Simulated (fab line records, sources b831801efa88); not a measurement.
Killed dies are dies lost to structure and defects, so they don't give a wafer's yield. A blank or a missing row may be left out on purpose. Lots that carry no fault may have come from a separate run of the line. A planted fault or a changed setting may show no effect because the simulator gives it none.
Which of the tools did it? + flow sky130 + 36 wafers from 12 lots sampled at 4 of the route's 708 steps

## WHAT THE GAUGES SHOWED, per wafer
SKY_VIA4_THK_MEAS_01.
| lot  | measured     | on           | VIA4_HDPCVD_THK (nm) |
|------|--------------|--------------|----------------------|
| L892 | day 42 06:52 | filmMetro-04 | 1782 1770 1729       |
| L894 | day 42 22:46 | filmMetro-03 | 1770 1744 1784       |
| L896 | day 43 23:25 | filmMetro-04 | 1780 1766 1745       |
| L897 | day 44 03:06 | filmMetro-03 | 1788 1780 1775       |
| L898 | day 44 06:38 | filmMetro-03 | 1782 1767 1785       |
| L899 | day 44 13:38 | filmMetro-02 | 1763 1754 1796       |
| L903 | day 45 09:19 | filmMetro-04 | 1787 1777 1785       |
| L906 | day 46 03:58 | filmMetro-02 | 1780 1805 1783       |
| L907 | day 46 04:33 | filmMetro-04 | 1782 1792 1743       |
| L909 | day 46 23:52 | filmMetro-03 | 1786 1742 1790       |
| L910 | day 47 09:15 | filmMetro-04 | 1757 1751 1764       |
| L913 | day 48 01:03 | filmMetro-04 | 1785 1793 1791       |

SKY_PASSIVATION_THK_MEAS_03.
| lot  | measured     | on           | PASSIVATION_CVD_02_THK (nm) |
|------|--------------|--------------|-----------------------------|
| L892 | day 44 07:38 | filmMetro-01 | 537 543 548                 |
| L894 | day 44 21:10 | filmMetro-04 | 539 545 543                 |
| L896 | day 45 21:20 | filmMetro-01 | 539 550 548                 |
| L897 | day 46 03:11 | filmMetro-02 | 543 551 549                 |
| L898 | day 46 06:04 | filmMetro-01 | 531 542 538                 |
| L899 | day 46 11:36 | filmMetro-01 | 520 533 530                 |
| L903 | day 47 07:01 | filmMetro-04 | 533 540 530                 |
| L906 | day 47 23:49 | filmMetro-04 | 535 528 544                 |
| L907 | day 47 23:59 | filmMetro-04 | 536 549 544                 |
| L909 | day 48 17:06 | filmMetro-01 | 540 551 548                 |
| L910 | day 49 04:22 | filmMetro-01 | 534 550 546                 |
| L913 | day 49 16:19 | filmMetro-02 | 534 543 549                 |

## EACH LOT AND THE TOOL THAT RAN IT (in order: tool; ch and the chambers of the sampled wafers; start)
| lot  | SKY_CAP2M_STRIP_14                  | SKY_VIA4_CMP_02               |
|------|-------------------------------------|-------------------------------|
| L892 | plasmaAsher-01 ch 0,1, day 41 04:14 | cmp-01 ch 0,1,3, day 42 07:01 |
| L894 | plasmaAsher-02 ch 0,1, day 41 21:32 | cmp-01 ch 0,1,2, day 42 22:49 |
| L896 | plasmaAsher-01 ch 0,1, day 42 23:29 | cmp-02 ch 2,3, day 43 23:28   |
| L897 | plasmaAsher-01 ch 0,1, day 43 02:12 | cmp-02 ch 0,1,3, day 44 03:13 |
| L898 | plasmaAsher-01 ch 0,1, day 43 05:30 | cmp-02 ch 0,3, day 44 06:41   |
| L899 | plasmaAsher-02 ch 0,1, day 43 13:13 | cmp-01 ch 1,2,3, day 44 13:48 |
| L903 | plasmaAsher-02 ch 0,1, day 44 09:30 | cmp-02 ch 1,2,3, day 45 10:32 |
| L906 | plasmaAsher-02 ch 0,1, day 45 03:44 | cmp-02 ch 0,1,3, day 46 04:08 |
| L907 | plasmaAsher-02 ch 0,1, day 45 04:56 | cmp-02 ch 1,2, day 46 04:35   |
| L909 | plasmaAsher-03 ch 0,1, day 46 01:04 | cmp-01 ch 2,3, day 46 23:59   |
| L910 | plasmaAsher-02 ch 0,1, day 46 11:01 | cmp-01 ch 2,3, day 47 09:19   |
| L913 | plasmaAsher-02 ch 0,1, day 46 23:11 | cmp-01 ch 0,2,3, day 48 01:08 |
- SKY_CAP2M_STRIP_14: strips in O2/N2.
- SKY_VIA4_CMP_02: polishes SiO2.

## AS READ BY THE TOOLS THEMSELVES (means over the sampled wafers that have a number; for cases with no such wafer, the mark the record gives instead)
SKY_CAP2M_STRIP_14.
| lot  | tool           | drypumpMotorCurrentA (A) | oesProductAu (a.u.) | stripTimeToEndpointS (s) |
|------|----------------|--------------------------|---------------------|--------------------------|
| L892 | plasmaAsher-01 | 5.6                      | 0.713               | 12.61                    |
| L894 | plasmaAsher-02 | 5.2                      | 0.707               | 12.50                    |
| L896 | plasmaAsher-01 | 5.6                      | 0.711               | 12.62                    |
| L897 | plasmaAsher-01 | 5.8                      | 0.711               | 12.56                    |
| L898 | plasmaAsher-01 | 5.6                      | 0.709               | 12.69                    |
| L899 | plasmaAsher-02 | 5.2                      | 0.714               | 12.60                    |
| L903 | plasmaAsher-02 | 5.2                      | 0.704               | 12.65                    |
| L906 | plasmaAsher-02 | 5.2                      | 0.710               | 12.52                    |
| L907 | plasmaAsher-02 | 5.2                      | 0.712               | 12.69                    |
| L909 | plasmaAsher-03 | 6.0                      | 0.710               | 12.61                    |
| L910 | plasmaAsher-02 | 5.1                      | 0.708               | 12.58                    |
| L913 | plasmaAsher-02 | 5.2                      | 0.705               | 12.60                    |

SKY_VIA4_CMP_02.
| lot  | tool   | headPressurePsi (psi) | motorCurrentA (A) | slurryFlowMlMin |
|------|--------|-----------------------|-------------------|-----------------|
| L892 | cmp-01 | 3.991                 | 12.2              | 149.8           |
| L894 | cmp-01 | 3.996                 | 12.0              | 150.5           |
| L896 | cmp-02 | 3.995                 | 12.1              | 149.9           |
| L897 | cmp-02 | 4.001                 | 11.7              | 149.9           |
| L898 | cmp-02 | 4.002                 | 10.8              | 150.2           |
| L899 | cmp-01 | 4.004                 | 13.1              | 149.9           |
| L903 | cmp-02 | 3.992                 | 12.5              | 150.1           |
| L906 | cmp-02 | 4.000                 | 11.7              | 149.4           |
| L907 | cmp-02 | 4.005                 | 12.6              | 150.3           |
| L909 | cmp-01 | 4.003                 | 13.3              | 150.8           |
| L910 | cmp-01 | 3.998                 | 13.6              | 150.1           |
| L913 | cmp-01 | 4.006                 | 12.8              | 150.3           |

## THE ANSWER, worked out from the rows above alone
Rule: the lots themselves supply what counts as usual. The widest of any qualifying gaps counts: lots, ordered by their means at a reading, are off when they make up no more than a third of the lots, leave a main group of 4 or more, and stand apart from it by 3 or more times the standard deviation of that group's means. A main group is skipped when, at the precision printed for the reading in the tables above, its means are all equal. Also off: a lot with no number at a reading for which 4 or more lots have one. Where the step has rows for the other lots, those lots are counted as sound. The gauges are gone through in route order, then the tools' own readings, and for those a lot's mean is taken as printed above. At the first step where some lot is off, the reading lying furthest off is the one used; lots without a number count as furthest.
Nothing can be told from this: no lot is off at any reading shown.

## WHAT THE SIMULATOR HAD INSERTED
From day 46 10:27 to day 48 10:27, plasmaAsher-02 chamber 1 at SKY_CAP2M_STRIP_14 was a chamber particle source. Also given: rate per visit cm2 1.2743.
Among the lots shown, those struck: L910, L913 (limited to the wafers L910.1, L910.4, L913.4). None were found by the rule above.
